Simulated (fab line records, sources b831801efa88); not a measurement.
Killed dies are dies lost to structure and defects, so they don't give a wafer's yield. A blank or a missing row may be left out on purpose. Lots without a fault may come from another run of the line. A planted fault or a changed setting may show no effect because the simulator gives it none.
A struck lot beside a sound one | flow sky130 | 14 steps out of a route of 708
Sound: wafers L322.3, L322.4, L322.6. Struck: wafer L313.6. (L313.4, L313.5 of the same lot were not struck and are left out.) The cause comes at the end.
At each step with rows: each side's tool, then ch and its chambers, then its first start. Under that, the readings that differ: sound wafers | struck wafers | difference of the means | sigmas: that difference in standard deviations of wafers without a fault.
alike: readings whose means differ by less than 2 such deviations, and words and numbers that are the same on both sides. not compared: withheld readings, readings that some wafer has no value for, bounds like >300 that may hide the same value, and numbers for which the record gives no deviation and whose values overlap.
The two part at a step that has a row with sigmas, a row that says differs or no value, or rows on one side only. Numbers that don't overlap but have no deviation are shown without sigmas and don't part them. A reading that every wafer of one side lacks parts them only if that side has two wafers or more.

SKY_CAP2M_SPUTTER_02: material TiN, target thk 200 nm, time 166.7 s.
  sound on pvd_sputter-03, day 44 06:21; struck on pvd_sputter-03, day 41 13:07
  alike: chamber_pressure_pa, throttle_valve_pct
SKY_CAP2M_RS_MEAS_03: measures by four-point-probe.
  sound on film_metro-02, day 44 06:30; struck on film_metro-02, day 41 13:13
  reading               | sound          | struck | difference | sigmas
  CAP2M_TIN_RS (ohm/sq) | 6.72 6.75 6.77 | 6.91   | +0.16      | +2
SKY_CAP2M_THK_MEAS_04: measures by xrf.
  sound on film_metro-02, day 44 06:36; struck on film_metro-02, day 41 13:19
  alike: CAP2M_TIN_THK
then, 7 steps without rows for these wafers: SKY_CAP2M_DEHYDRATE_05 (time 60 s); SKY_CAP2M_HMDS_06 (prime time 60 s); SKY_CAP2M_COAT_07 (resist thk 1140 nm); SKY_CAP2M_SOFTBAKE_08 (time 60 s); SKY_CAP2M_EXPOSE_09 (exposes mask CAP2M, target cd 1000 nm); SKY_CAP2M_PEB_10; SKY_CAP2M_DEVELOP_11 (develop time 60 s).
SKY_CAP2M_OVL_MEAS_12:
  sound on overlay-01, day 45 04:05; struck on overlay-01, day 42 12:48
  alike: CAP2M_OVL
SKY_CAP2M_METAL_ETCH_13: etches TiN in Cl2/BCl3, stops on SiO2, target depth 220 nm, time 62.9 s.
  sound on rie_metal-01 ch 0,1, day 45 04:08; struck on rie_metal-01 ch 0, day 42 12:51
  alike: drypump_motor_current_A, oes_product_au, throttle_valve_pct
  not compared: rf_hours_counter_h
SKY_CAP2M_STRIP_14: strips in O2/N2.
  sound on plasma_asher-03 ch 0,1, day 45 04:13; struck on plasma_asher-03 ch 0, day 42 12:56
  reading                      | sound             | struck | difference | sigmas
  o2_flow_sccm (sccm)          | 2989 2989 2980    | 3599   | +613       | +70
  oes_product_au (a.u.)        | 0.705 0.709 0.704 | 0.718  | +0.012     | +3
  strip_time_to_endpoint_s (s) | 12.63 12.67 12.64 | 12.49  | -0.16      | -4
  alike: drypump_motor_current_A
  not compared: rf_hours_counter_h
then, 1 step without rows for these wafers: SKY_CAP2M_STRIP_15 (strips in post etch residue remover, time 1200 s).

WHERE THEY PART
First at SKY_CAP2M_RS_MEAS_03; last, within this record, at SKY_CAP2M_STRIP_14.

WHY: what the simulator had put in
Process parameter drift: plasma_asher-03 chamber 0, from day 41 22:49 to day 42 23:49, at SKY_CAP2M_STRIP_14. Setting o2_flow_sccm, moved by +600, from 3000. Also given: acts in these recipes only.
